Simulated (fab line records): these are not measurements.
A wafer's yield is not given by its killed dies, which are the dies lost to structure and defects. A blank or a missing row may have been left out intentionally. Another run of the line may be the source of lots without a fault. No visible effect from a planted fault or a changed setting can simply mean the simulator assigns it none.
A lot that was struck, set against a sound lot + flow sky130 + 43 steps out of a route of 708
Sound: the wafers L332.4, L332.5, L332.6. Wafers struck: L348.2, L348.5, L348.6. At the end, the cause is stated.
Order at every step that has rows: each side's tool, ch and its chambers, its first start. Under that, the readings that differ: sound wafers + struck wafers + difference of the means + sigmas: that difference in standard deviations of wafers without a fault.
alike: words and numbers the same on both sides, and readings whose means are apart by under 2 such deviations; not compared: readings that were withheld, readings missing a value for some wafer, numbers with overlapping values and no deviation given by the record, and bounds like >300 which may hide the same value.
The two part at a step that has a row with sigmas, a row that says differs or no value, or rows on one side only. Numbers that have no deviation but don't overlap get no sigmas and don't part them. A reading missing from all wafers of one side parts the sides only when that side holds two or more wafers.

first, 5 steps without rows for these wafers: SKY_LDD_LDN_COAT_02 (resist thk 1140 nm); SKY_LDD_LDN_SOFTBAKE_03 (time 60 s); SKY_LDD_LDN_EXPOSE_04 (exposes mask LDNTM, target cd 700 nm); SKY_LDD_LDN_PEB_05; SKY_LDD_LDN_DEVELOP_06 (develop time 60 s).
SKY_LDD_LDN_OVL_MEAS_07:
  sound: overlay-01 at day 24 00:20; struck: overlay-01 at day 29 14:32
  alike: LDD_LDN_OVL
then, 4 steps without rows for these wafers: SKY_LDD_LDN_IMPLANT_08; SKY_LDD_LDN_IMPLANT_09; SKY_LDD_LDN_IMPLANT_10; SKY_LDD_LDN_IMPLANT_11.
SKY_LDD_LDN_STRIP_12: strips in O2/N2.
  sound on plasma-asher-01 ch 0,1, day 24 00:59; struck on plasma-asher-01 ch 0,1, day 29 15:10
  alike: drypump-motor-current-A, n2-flow-sccm, oes-product-au, strip-time-to-endpoint-s
  not compared: rf-hours-counter-h
SKY_LDD_LDN_TW_MEAS_13:
  sound: film-metro-02 at day 24 01:04; struck: film-metro-01 at day 29 15:17
| reading    | sound          | struck         | difference | sigmas |
|------------|----------------|----------------|------------|--------|
| LDD_LDN_TW | 1454 1456 1456 | 1485 1473 1474 | +22        | +2     |
SKY_LDD_LDN_CLEAN_14: cleans in SC1/SC2, time 150 s.
  sound on wet-bench-01 ch 0, day 24 01:06; struck on wet-bench-01 ch 1, day 29 15:20
then, 1 step without rows for these wafers: SKY_SPACER_CVD_00 (deposits Si3N4 from DCS/NH3, target thk 43.1 nm, time 740 s).
SKY_SPACER_THK_MEAS_01:
  sound: film-metro-01 at day 24 02:23; struck: film-metro-04 at day 29 16:56
  alike: SPACER_CVD_00_THK
then, 9 steps without rows for these wafers: SKY_SPACER_ETCHBACK_02 (etches Si3N4 in CH3F/O2, stops on SiO2, time 46.7 s, target depth 45 nm); SKY_POLY_CUT_DEHYDRATE_00 (time 60 s); SKY_POLY_CUT_HMDS_01 (prime time 60 s); SKY_POLY_CUT_COAT_02 (resist thk 60 nm); SKY_POLY_CUT_COAT_03 (resist thk 450 nm); SKY_POLY_CUT_SOFTBAKE_04 (time 86.66 s); SKY_POLY_CUT_EXPOSE_05 (exposes mask NPCM, target cd 270 nm); SKY_POLY_CUT_PEB_06; SKY_POLY_CUT_DEVELOP_07 (develop time 60 s).
SKY_POLY_CUT_CD_MEAS_08: target cd 270 nm.
  sound: cd-sem-02 at day 25 08:02; struck: cd-sem-02 at day 30 20:22
  alike: cd-nm
SKY_POLY_CUT_OVL_MEAS_09:
  sound: overlay-02 at day 25 08:07; struck: overlay-01 at day 30 20:28
  alike: POLY_CUT_OVL
SKY_POLY_CUT_ETCH_10: etches BARC in N2/H2, stops on SiO2, time 45.9 s, target depth 60 nm.
  sound on rie-diel-02 ch 0,1, day 25 08:08; struck on rie-diel-01 ch 0,1,3, day 30 20:29
  alike: drypump-motor-current-A, h2-flow-sccm, n2-flow-sccm, oes-product-au, throttle-valve-pct
  not compared: rf-hours-counter-h
SKY_POLY_CUT_ETCH_11: etches Si3N4 in CF4/CH2F2/Ar, stops on poly-Si, time 42.5 s, target depth 60 nm.
  sound on rie-diel-02 ch 0,1, day 25 08:10; struck on rie-diel-01 ch 0,1,3, day 30 20:32
  alike: drypump-motor-current-A, oes-product-au, throttle-valve-pct
  not compared: rf-hours-counter-h
SKY_POLY_CUT_STRIP_12: strips in O2/N2.
  sound on plasma-asher-01 ch 0,1, day 25 08:14; struck on plasma-asher-02 ch 0,1, day 30 20:35
  alike: drypump-motor-current-A, n2-flow-sccm, oes-product-au, strip-time-to-endpoint-s
  not compared: rf-hours-counter-h
then, 7 steps without rows for these wafers: SKY_SD_P_DEHYDRATE_00 (time 60 s); SKY_SD_P_HMDS_01 (prime time 60 s); SKY_SD_P_COAT_02 (resist thk 1140 nm); SKY_SD_P_SOFTBAKE_03 (time 60 s); SKY_SD_P_EXPOSE_04 (exposes mask PSDM, target cd 380 nm); SKY_SD_P_PEB_05; SKY_SD_P_DEVELOP_06 (develop time 60.8 s).
SKY_SD_P_CD_MEAS_07: target cd 380 nm.
  sound: cd-sem-01 at day 26 12:53; struck: cd-sem-02 at day 32 00:38
  alike: cd-nm
SKY_SD_P_OVL_MEAS_08:
  sound: overlay-02 at day 26 12:58; struck: overlay-02 at day 32 00:44
  alike: SD_P_OVL
following that, these wafers have no rows for 1 step: SKY_SD_P_IMPLANT_09.
SKY_SD_P_STRIP_10: strips in O2/N2.
  sound on plasma-asher-02 ch 0,1, day 26 13:10; struck on plasma-asher-03 ch 0,1, day 32 00:55
  alike: drypump-motor-current-A, n2-flow-sccm, oes-product-au, strip-time-to-endpoint-s
  not compared: rf-hours-counter-h
SKY_SD_P_TW_MEAS_11:
  sound: film-metro-04 at day 26 13:16; struck: film-metro-04 at day 32 01:01
  alike: SD_P_TW
then, 1 step without rows for these wafers: SKY_RES_XHIGH_DEHYDRATE_00 (time 60 s).
-- the record jumps here: 18 days lie between the struck wafers' starts before and after (it left off in module RES_XHIGH and takes up again in module PAD_OPEN, whose first step shown is number 708 of the route) --
SKY_PAD_OPEN_PROBE_99:
  rows exist in the record for the struck wafers here (prober-01, day 50 07:34), but not for the sound ones

## WHERE THEY PART
Earliest at SKY_LDD_LDN_TW_MEAS_13; latest, in this record, at SKY_PAD_OPEN_PROBE_99.

WHY: what had been put in by the simulator
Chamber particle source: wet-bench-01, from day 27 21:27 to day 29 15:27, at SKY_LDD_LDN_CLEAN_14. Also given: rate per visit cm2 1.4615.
